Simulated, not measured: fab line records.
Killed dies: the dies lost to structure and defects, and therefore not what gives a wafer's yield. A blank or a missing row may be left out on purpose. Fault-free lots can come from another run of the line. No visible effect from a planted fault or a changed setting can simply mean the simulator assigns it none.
Comparing a struck lot with a sound one    flow sfq-line    20 out of 325 route steps
Sound: wafers L946.1, L946.2, L946.4. The struck wafers were L958.1, L958.3, L958.4. The cause is named last.
At each step with rows: each side's tool, then ch and its chambers, then its first start. Under that, the readings that differ: sound wafers    struck wafers    difference of the means    sigmas: that difference in standard deviations of wafers without a fault.
alike: a reading whose means differ by less than 2 such deviations, as well as words and numbers matching on both sides. not compared: withheld readings; readings where some wafer has no value; bounds like >300 that might hide an equal value; numbers whose values overlap and for which the record gives no deviation.
The two part at a step that has a row with sigmas, a row that says differs or no value, or rows on one side only. When numbers do not overlap yet have no deviation, they are printed without sigmas and do not part them. A reading missing from all wafers of one side parts the sides only when that side holds two or more wafers.

first, 2 steps without rows for these wafers: SFQ_TRILAYER_I6_VIA_LITHO_PEB_172 (peb time 60 s); SFQ_TRILAYER_I6_VIA_LITHO_DEVELOP_171 (time 60 s).
SFQ_I6_OVL_MEAS_942:
  sound on overlay-01, day 71 05:37; struck on overlay-02, day 75 17:04
  alike: I6_OVL
SFQ_TRILAYER_I6_VIA_BARC_OPEN_VIA_ETCH_235: etches BARC in O2, target depth 125 nm, time 41.7 s.
  sound on rie-diel-03 ch 0,1,3, day 71 05:39; struck on rie-diel-03 ch 1,2,3, day 75 17:06
  alike: drypump-motor-current-A, oes-product-au, rf-fwd-power-W
  not compared: rf-hours-counter-h
SFQ_TRILAYER_I6_VIA_ETCH_VIA_ETCH_172: etches SiO2 in CHF3, stops on Nb, target depth 260 nm.
  sound on rie-diel-03 ch 0,1,3, day 71 05:41; struck on rie-diel-03 ch 1,2,3, day 75 17:08
reading             sound              struck             difference  sigmas
rf-fwd-power-W (W)  493.3 496.9 499.6  499.4 500.8 499.5  +3.3        +2
  alike: drypump-motor-current-A, oes-product-au
SFQ_TRILAYER_I6_VIA_STRIP_STRIP_173: strips in O2.
  sound on rie-metal-02 ch 0,1, day 71 05:48; struck on rie-metal-01 ch 0, day 75 17:15
  alike: drypump-motor-current-A, he-backside-leak-sccm, oes-product-au
  not compared: rf-hours-counter-h
then, 3 steps without rows for these wafers: SFQ_TRILAYER_I6_VIA_STRIP_SOLV_CLEAN_174 (cleans in NMP, time 600 s); SFQ_TRILAYER_M7_DEP_PRE_CLEAN_176 (time 22.5 s); SFQ_TRILAYER_M7_DEP_SPUTTER_175 (material Nb, target thk 200 nm, time 133.3 s).
SFQ_M7_RS_MEAS_943: measures by four-point-probe.
  sound on film-metro-02, day 71 06:42; struck on film-metro-02, day 75 18:45
  alike: M7_NB_RS
then, 1 step without rows for these wafers: SFQ_TRILAYER_M7_LITHO_COAT_182 (resist thk 62 nm).
SFQ_TRILAYER_M7_LITHO_COAT_177: resist thk 600 nm.
  sound on litho-track-01 ch 0, day 71 07:11; struck on litho-track-03 ch 0, day 75 19:14
reading                                              sound                 struck                difference  sigmas
spin-speed-rpm (rpm)                                 3002.8 3001.9 3000.2  2788.9 2789.9 2790.6  -211.8      -99 or more
model.KrF_of_TRILAYER_M7_LITHO_COAT_177.thk-nm (nm)  598.2 598 597.5       622.5 623.3 624.8     +25.6       
then, 4 steps without rows for these wafers: SFQ_TRILAYER_M7_LITHO_SOFTBAKE_181; SFQ_TRILAYER_M7_LITHO_EXPOSE_178 (exposes mask M7, target cd 500 nm); SFQ_TRILAYER_M7_LITHO_PEB_180 (peb time 60 s); SFQ_TRILAYER_M7_LITHO_DEVELOP_179 (time 60 s).
-- the record jumps here: 4 days lie between the struck wafers' starts before and after --
SFQ_M7_OVL_MEAS_945:
  sound on overlay-02, day 74 08:31; struck on overlay-01, day 80 03:50
  alike: M7_OVL
SFQ_TRILAYER_M7_BARC_OPEN_METAL_ETCH_229: etches BARC in O2, target depth 125 nm, time 41.7 s.
  sound on rie-metal-03 ch 0,1, day 74 08:33; struck on rie-metal-02 ch 0,1, day 80 03:52
  alike: drypump-motor-current-A, he-backside-leak-sccm, oes-product-au, rf-fwd-power-W
  not compared: rf-hours-counter-h
SFQ_TRILAYER_M7_ETCH_METAL_ETCH_180: etches Nb in Cl2/Ar, stops on SiO2, target depth 240 nm, time 120 s.
  sound on rie-metal-03 ch 0,1, day 74 08:37; struck on rie-metal-02 ch 0,1, day 80 03:55
reading                                              sound              struck             difference  sigmas
model.KrF_of_TRILAYER_M7_LITHO_COAT_177.thk-nm (nm)  378.3 381.1 381.4  406.7 411.9 406.9  +28.2       
  alike: drypump-motor-current-A, he-backside-leak-sccm, oes-product-au, rf-fwd-power-W
  not compared: rf-hours-counter-h
SFQ_TRILAYER_M7_STRIP_STRIP_181: strips in O2.
  sound on rie-metal-03 ch 0,1, day 74 08:44; struck on rie-metal-02 ch 0,1, day 80 04:03
  alike: drypump-motor-current-A, he-backside-leak-sccm, oes-product-au
  not compared: rf-hours-counter-h

## WHERE THEY PART
Earliest at SFQ_TRILAYER_I6_VIA_ETCH_VIA_ETCH_172; latest, in this record, at SFQ_TRILAYER_M7_LITHO_COAT_177. Later steps at which nothing parts them and some readings are alike: SFQ_M7_OVL_MEAS_945, SFQ_TRILAYER_M7_BARC_OPEN_METAL_ETCH_229, SFQ_TRILAYER_M7_ETCH_METAL_ETCH_180, SFQ_TRILAYER_M7_STRIP_STRIP_181.

WHY: the cause the simulator had injected
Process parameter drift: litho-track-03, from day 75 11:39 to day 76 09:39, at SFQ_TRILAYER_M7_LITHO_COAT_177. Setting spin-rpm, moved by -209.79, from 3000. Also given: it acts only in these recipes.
